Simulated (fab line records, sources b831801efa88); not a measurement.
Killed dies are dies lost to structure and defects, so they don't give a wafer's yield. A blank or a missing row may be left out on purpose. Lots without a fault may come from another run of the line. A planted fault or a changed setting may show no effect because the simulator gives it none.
Which tool did it? | flow sky130 | 12 lots, 36 wafers sampled, at 5 steps of a route of 708

WHAT THE GAUGES READ, wafer by wafer
The record holds no reading of a measuring or inspecting step that can be judged against a usual standard deviation.

WHICH TOOL RAN EACH LOT (tool, then ch and the chambers of the sampled wafers, then the start)
lot  | SKY_VIA3_ETCH_15                   | SKY_VIA4_SPUTTER_17          | SKY_METAL5_DESCUM_14              | SKY_PASSIVATION_CVD_02          | SKY_PAD_OPEN_PROBE_99
L416 | rie_diel-02 ch 0,3, day 39 13:44   | pvd_sputter-01, day 42 16:46 | rie_metal-01 ch 0,1, day 43 17:37 | pecvd-04 ch 0,2, day 43 18:33   | prober-01, day 45 16:39
L417 | rie_diel-04 ch 0,1,2, day 39 16:41 | pvd_sputter-03, day 42 21:16 | rie_metal-01 ch 0,1, day 43 21:59 | pecvd-01 ch 1,2, day 43 23:01   | prober-02, day 45 21:01
L418 | rie_diel-03 ch 1,2,3, day 39 17:37 | pvd_sputter-03, day 42 22:04 | rie_metal-04 ch 0,1, day 43 22:17 | pecvd-04 ch 1,2, day 43 23:14   | prober-01, day 45 21:10
L424 | rie_diel-03 ch 0,2, day 43 11:35   | pvd_sputter-01, day 46 07:40 | rie_metal-02 ch 0,1, day 47 03:46 | pecvd-03 ch 1,2, day 47 04:43   | prober-02, day 48 22:30
L423 | rie_diel-03 ch 0,1,3, day 43 15:37 | pvd_sputter-03, day 46 12:34 | rie_metal-01 ch 0, day 47 08:31   | pecvd-04 ch 0,1,2, day 47 09:43 | prober-01, day 49 03:37
L428 | rie_diel-02 ch 0,1,2, day 43 19:10 | pvd_sputter-02, day 46 15:08 | rie_metal-02 ch 0,1, day 47 11:43 | pecvd-03 ch 0,1,2, day 47 12:40 | prober-02, day 49 08:07
L430 | rie_diel-04 ch 0,1,3, day 43 19:26 | pvd_sputter-01, day 46 15:25 | rie_metal-04 ch 0,1, day 47 12:04 | pecvd-04 ch 1,2, day 47 13:03   | prober-02, day 49 08:25
L432 | rie_diel-02 ch 0,1,2, day 44 06:28 | pvd_sputter-03, day 47 01:58 | rie_metal-04 ch 0,1, day 47 22:28 | pecvd-01 ch 0,1,2, day 47 23:30 | prober-01, day 49 16:27
L434 | rie_diel-02 ch 0,1, day 44 08:59   | pvd_sputter-03, day 47 03:46 | rie_metal-04 ch 0,1, day 47 23:55 | pecvd-04 ch 1,2, day 48 01:31   | prober-01, day 49 19:27
L436 | rie_diel-04 ch 1,2,3, day 44 22:01 | pvd_sputter-01, day 47 17:16 | rie_metal-01 ch 0,1, day 48 14:17 | pecvd-04 ch 0,1,2, day 48 15:14 | prober-01, day 50 05:19
L438 | rie_diel-02 ch 0,2,3, day 46 11:07 | pvd_sputter-02, day 49 01:19 | rie_metal-01 ch 0,1, day 49 19:37 | pecvd-01 ch 1,2, day 49 20:33   | prober-02, day 51 05:44
L439 | rie_diel-02 ch 0,1,2, day 46 12:04 | pvd_sputter-02, day 49 02:26 | rie_metal-01 ch 0,1, day 49 20:43 | pecvd-03 ch 0,1,2, day 49 21:39 | prober-01, day 51 07:02
- SKY_VIA3_ETCH_15: etches SiO2 in C4F8/O2/Ar, stops on TiN, target depth 507 nm, time 78 s.
- SKY_VIA4_SPUTTER_17: material TiN, target thk 20 nm, time 80 s.
- SKY_METAL5_DESCUM_14: chemistry O2, time 11 s.
- SKY_PASSIVATION_CVD_02: deposits Si3N4, target thk 540 nm.
- SKY_PAD_OPEN_PROBE_99

WHAT THE TOOLS THEMSELVES READ (means of the sampled wafers that have a number; where no wafer has one, the mark that the record gives instead)
SKY_VIA3_ETCH_15. Usual: oes_product_au 0.946 a.u., standard deviation 0.0048.
lot  | tool        | oes_product_au (a.u.) | flag
L416 | rie_diel-02 | 0.942                 |
L417 | rie_diel-04 | 0.944                 |
L418 | rie_diel-03 | 0.944                 |
L424 | rie_diel-03 | 0.946                 |
L423 | rie_diel-03 | 0.949                 |
L428 | rie_diel-02 | 0.947                 |
L430 | rie_diel-04 | 0.947                 |
L432 | rie_diel-02 | 0.948                 |
L434 | rie_diel-02 | 0.945                 |
L436 | rie_diel-04 | 0.945                 |
L438 | rie_diel-02 | 0.946                 |
L439 | rie_diel-02 | 0.946                 |

SKY_VIA4_SPUTTER_17. Usual: throttle_valve_pct 30.0 %, standard deviation 1.1.
lot  | tool           | throttle_valve_pct (%) | flag
L416 | pvd_sputter-01 | 29.7                   |
L417 | pvd_sputter-03 | 30.6                   |
L418 | pvd_sputter-03 | 31.1                   |
L424 | pvd_sputter-01 | 30.4                   |
L423 | pvd_sputter-03 | 30.7                   |
L428 | pvd_sputter-02 | 28.9                   |
L430 | pvd_sputter-01 | 30.4                   |
L432 | pvd_sputter-03 | 31.1                   |
L434 | pvd_sputter-03 | 30.7                   |
L436 | pvd_sputter-01 | 29.8                   |
L438 | pvd_sputter-02 | 28.8                   |
L439 | pvd_sputter-02 | 29.2                   |

SKY_METAL5_DESCUM_14. Usual: drypump_motor_current_A 5.9 A, standard deviation 0.82; oes_product_au 0.992 a.u., standard deviation 0.0097; temp_c 40.00 C, standard deviation 0.12.
lot  | tool         | drypump_motor_current_A (A) | oes_product_au (a.u.) | temp_c (C) | flag
L416 | rie_metal-01 | 5.5                         | 0.990                 | 39.90      |
L417 | rie_metal-01 | 5.5                         | 0.992                 | 39.97      |
L418 | rie_metal-04 | 5.6                         | 0.986                 | 40.13      |
L424 | rie_metal-02 | 5.8                         | 0.998                 | 40.04      |
L423 | rie_metal-01 | 6.7                         | 0.996                 | 40.00      |
L428 | rie_metal-02 | 6.2                         | 0.993                 | 40.06      |
L430 | rie_metal-04 | 5.2                         | 1.005                 | 40.07      |
L432 | rie_metal-04 | 5.2                         | 1.002                 | 40.09      |
L434 | rie_metal-04 | 5.6                         | 0.994                 | 39.97      |
L436 | rie_metal-01 | 6.1                         | 0.984                 | 39.96      |
L438 | rie_metal-01 | 6.1                         | 0.989                 | 39.99      |
L439 | rie_metal-01 | 5.4                         | 0.982                 | 40.04      |

SKY_PASSIVATION_CVD_02. Usual: heater_power_w 685 W, standard deviation 94.
lot  | tool     | heater_power_w (W) | flag
L416 | pecvd-04 | 664                |
L417 | pecvd-01 | 715                |
L418 | pecvd-04 | 617                |
L424 | pecvd-03 | 732                |
L423 | pecvd-04 | 622                |
L428 | pecvd-03 | 735                |
L430 | pecvd-04 | 594                |
L432 | pecvd-01 | 762                |
L434 | pecvd-04 | 610                |
L436 | pecvd-04 | 605                |
L438 | pecvd-01 | 736                |
L439 | pecvd-03 | 729                |

SKY_PAD_OPEN_PROBE_99. Usual: defect_limited_yield 82.5 %, standard deviation 2; killed_at_M0_to_M3 43, standard deviation 7.3; killed_at_M4_up 3.5, standard deviation 2.2; killed_at_contacts 24, standard deviation 5.3; killed_at_front_end 15, standard deviation 4.2; killed_at_other 0.3, standard deviation 0.67; killed_dies 86, standard deviation 9.8; killed_open 47, standard deviation 7.2; killed_short 39, standard deviation 6.5; sort_bin_3_pad_short 0.9 %, standard deviation 0.42; sort_bin_5_function 10.4 %, standard deviation 1.5; sort_bin_6_memory 6.3 %, standard deviation 1.2; sort_bin_8_speed 0.00 %, standard deviation 0.038; sort_n_pass 406, standard deviation 9.9; sort_yield_pct 82.5 %, standard deviation 2.
lot  | tool      | defect_limited_yield (%) | killed_at_M0_to_M3 | killed_at_M4_up | killed_at_contacts | killed_at_front_end | killed_at_other | killed_dies | killed_open | killed_short | sort_bin_3_pad_short (%) | sort_bin_5_function (%) | sort_bin_6_memory (%) | sort_bin_8_speed (%) | sort_n_pass | sort_yield_pct (%) | flag
L416 | prober-01 | 80.3                     | 42                 | 3.3             | 34                 | 17                  | 0.3             | 97          | 54          | 43           | 0.9                      | 11.5                    | 7.3                   | 0.14                 | 394         | 80.2               | OFF
L417 | prober-02 | 83.2                     | 39                 | 5.3             | 23                 | 16                  | 0.3             | 83          | 42          | 40           | 0.9                      | 10.0                    | 5.9                   | 0.00                 | 409         | 83.2               |
L418 | prober-01 | 81.4                     | 46                 | 5.7             | 21                 | 18                  | 0.7             | 91          | 45          | 46           | 0.8                      | 11.3                    | 6.5                   | 0.00                 | 401         | 81.4               |
L424 | prober-02 | 74.2                     | 83                 | 2.7             | 25                 | 16                  | 0.3             | 127         | 46          | 34           | 2.8                      | 16.1                    | 6.9                   | 0.00                 | 365         | 74.2               | OFF
L423 | prober-01 | 75.5                     | 88                 | 3.3             | 19                 | 11                  | 0.0             | 121         | 37          | 36           | 2.3                      | 15.5                    | 6.6                   | 0.00                 | 371         | 75.5               | OFF
L428 | prober-02 | 83.3                     | 40                 | 2.0             | 21                 | 18                  | 1.0             | 82          | 43          | 39           | 1.1                      | 9.8                     | 5.8                   | 0.00                 | 410         | 83.3               |
L430 | prober-02 | 84.5                     | 34                 | 2.0             | 26                 | 14                  | 0.3             | 76          | 42          | 34           | 0.7                      | 8.7                     | 6.0                   | 0.00                 | 416         | 84.5               |
L432 | prober-01 | 81.3                     | 51                 | 3.7             | 25                 | 13                  | 0.0             | 92          | 51          | 40           | 0.8                      | 11.7                    | 6.2                   | 0.00                 | 400         | 81.3               |
L434 | prober-01 | 84.5                     | 38                 | 1.0             | 23                 | 14                  | 0.3             | 76          | 44          | 32           | 0.7                      | 8.8                     | 6.0                   | 0.00                 | 416         | 84.5               |
L436 | prober-01 | 81.7                     | 45                 | 2.7             | 28                 | 15                  | 0.0             | 90          | 53          | 37           | 0.4                      | 11.2                    | 6.7                   | 0.00                 | 402         | 81.7               |
L438 | prober-02 | 85.0                     | 40                 | 2.0             | 15                 | 16                  | 0.5             | 74          | 38          | 34           | 0.6                      | 8.8                     | 5.6                   | 0.00                 | 418         | 85.0               |
L439 | prober-01 | 80.8                     | 48                 | 2.0             | 25                 | 20                  | 0.0             | 95          | 46          | 47           | 1.1                      | 11.1                    | 7.0                   | 0.00                 | 397         | 80.8               |

THE ANSWER, worked out from the rows above alone
Rule: a lot is off if the mean of its wafers that have a number lies more than 3 standard deviations from the usual mean. A lot without any number at a reading at which 4 lots or more have one is off too. The other lots that the step has rows for count as sound. The gauges are gone through in route order, then the tools' own readings, and for those a lot's mean is taken as printed above. The first step at which some lot is off is used, and at that step the reading that is off furthest; a lot without a number counts as furthest.
Off: L424, L423, at SKY_PAD_OPEN_PROBE_99 (killed_at_M0_to_M3).
A tool fits if, at that step or a process step before it, it ran every lot that is off, and no sound lot after the first of them. One fits: rie_diel-03 at SKY_VIA3_ETCH_15. Its last sound lot is L418 (day 39 17:37), its first lot that is off L424 (day 43 11:35): a fault that began between those two fits.

WHAT THE SIMULATOR HAD PUT IN
Chamber particle source: rie_diel-03, from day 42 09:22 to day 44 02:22, at SKY_VIA3_ETCH_15. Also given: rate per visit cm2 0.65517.
Lots struck among those shown: L424, L423. The rule above found the same.
